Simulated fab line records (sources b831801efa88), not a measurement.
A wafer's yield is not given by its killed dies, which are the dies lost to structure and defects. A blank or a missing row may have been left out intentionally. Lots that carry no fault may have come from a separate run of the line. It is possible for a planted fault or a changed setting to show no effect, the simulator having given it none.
Struck lot and sound lot, side by side :: flow sky130 :: 16 out of 708 route steps
Sound: these wafers, L422.1, L422.3, L422.5. Struck: wafers L415.2, L415.5 (left out: L415.6, a lot-mate that was not struck); the cause follows at the end.
Each step with rows lists, per side, the tool, then ch with its chambers, then its first start. Under that, the readings that differ: sound wafers :: struck wafers :: difference of the means :: sigmas: that difference in standard deviations of wafers without a fault.
alike: same words and numbers on both sides, and readings whose means sit less than 2 such deviations apart. not compared: any withheld reading, any reading some wafer has no value for, any bound like >300 that may hide the same value, and any number with overlapping values for which the record gives no deviation.
A row with sigmas, a row that says differs or no value, or rows on one side alone: a step with any of these is where the two part. Numbers that don't overlap but have no deviation are shown without sigmas and don't part them. Lack of a reading on every wafer of one side parts them only where that side has two or more wafers.

SKY_POLY_GATE_THK_MEAS_04:
  sound: film_metro-02 at day 23 04:58; struck: film_metro-03 at day 20 09:26
  alike: POLY_GATE_CVD_03_THK
then, 8 steps without rows for these wafers: SKY_POLY_GATE_DEHYDRATE_05 (time 60 s); SKY_POLY_GATE_HMDS_06 (prime time 60 s); SKY_POLY_GATE_COAT_07 (resist thk 110 nm); SKY_POLY_GATE_COAT_08 (resist thk 450 nm); SKY_POLY_GATE_SOFTBAKE_09 (time 90 s); SKY_POLY_GATE_EXPOSE_10 (exposes mask P1M, target cd 150 nm); SKY_POLY_GATE_PEB_11; SKY_POLY_GATE_DEVELOP_12 (develop time 60 s).
SKY_POLY_GATE_CD_MEAS_13: the cd target is 150 nm.
  sound: cd_sem-02 at day 24 11:10; struck: cd_sem-02 at day 21 16:26
  alike: cd_nm
SKY_POLY_GATE_OVL_MEAS_14:
  sound: overlay-02 at day 24 11:17; struck: overlay-01 at day 21 16:33
  alike: POLY_GATE_OVL
SKY_POLY_GATE_ETCH_15: etches BARC in N2/H2, stops on SiO2, time 118.5 s, target depth 110 nm.
  sound on rie_diel-03 ch 0,1,2, day 24 11:20; struck on rie_diel-02 ch 3, day 21 16:35
  alike: drypump_motor_current_A, oes_product_au, run_length_s, throttle_valve_pct
  not compared: rf_hours_counter_h
SKY_POLY_GATE_ETCH_16: etches Si3N4 in CH3F/O2, stops on poly-Si, time 147.5 s, target depth 75 nm.
  sound on rie_diel-03 ch 0,1,2, day 24 11:25; struck on rie_diel-02 ch 3, day 21 16:40
reading: oes_product_au (a.u.)
sound: 0.643 0.642 0.644
struck: 0.691 0.678
difference: +0.041
sigmas: +8

reading: run_length_s (s)
sound: 175.8 176.1 175.5
struck: 164.5 164.3
difference: -11.4
sigmas: -23

reading: model.KrF-thick_of_POLY_GATE_COAT_08.thk_nm (nm)
sound: 233.2 237.9 235.5
struck: 241.4 239.7
difference: +5.0
sigmas: 
  alike: drypump_motor_current_A, throttle_valve_pct
  not compared: rf_hours_counter_h
SKY_POLY_GATE_ETCH_17: etches poly-Si in HBr/Cl2, stops on SiO2, target depth 180 nm, time 70.5 s.
  sound on rie_si-02 ch 0,1,3, day 24 11:31; struck on rie_si-02 ch 1,3, day 21 16:46
  alike: drypump_motor_current_A, oes_product_au, run_length_s, throttle_valve_pct
  not compared: rf_hours_counter_h, model.KrF-thick_of_POLY_GATE_COAT_08.thk_nm
SKY_POLY_GATE_STRIP_18: strips in O2/N2.
  sound on plasma_asher-04 ch 0, day 24 11:34; struck on plasma_asher-01 ch 0,1, day 21 16:49
  alike: drypump_motor_current_A, oes_product_au, strip_time_to_endpoint_s
  not compared: rf_hours_counter_h
-- here the record skips 28 days between the struck wafers' starts before and after, leaving off in module POLY_GATE and picking up in module PAD_OPEN (first step shown: number 708 of the route) --
SKY_PAD_OPEN_PROBE_99:
  sound: prober-02 at day 50 19:28; struck: prober-02 at day 49 07:05
  alike: killed_at_M0_to_M3, killed_at_M4_up, killed_at_contacts, killed_at_front_end, killed_at_other, killed_dies, killed_open, killed_short

## WHERE THEY PART
Only at SKY_POLY_GATE_ETCH_16, within this record. Later steps at which nothing parts them and some readings are alike: SKY_POLY_GATE_ETCH_17, SKY_POLY_GATE_STRIP_18, SKY_PAD_OPEN_PROBE_99.

WHY: the cause the simulator had injected
rie_diel-02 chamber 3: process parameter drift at SKY_POLY_GATE_ETCH_16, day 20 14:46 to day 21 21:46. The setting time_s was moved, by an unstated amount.
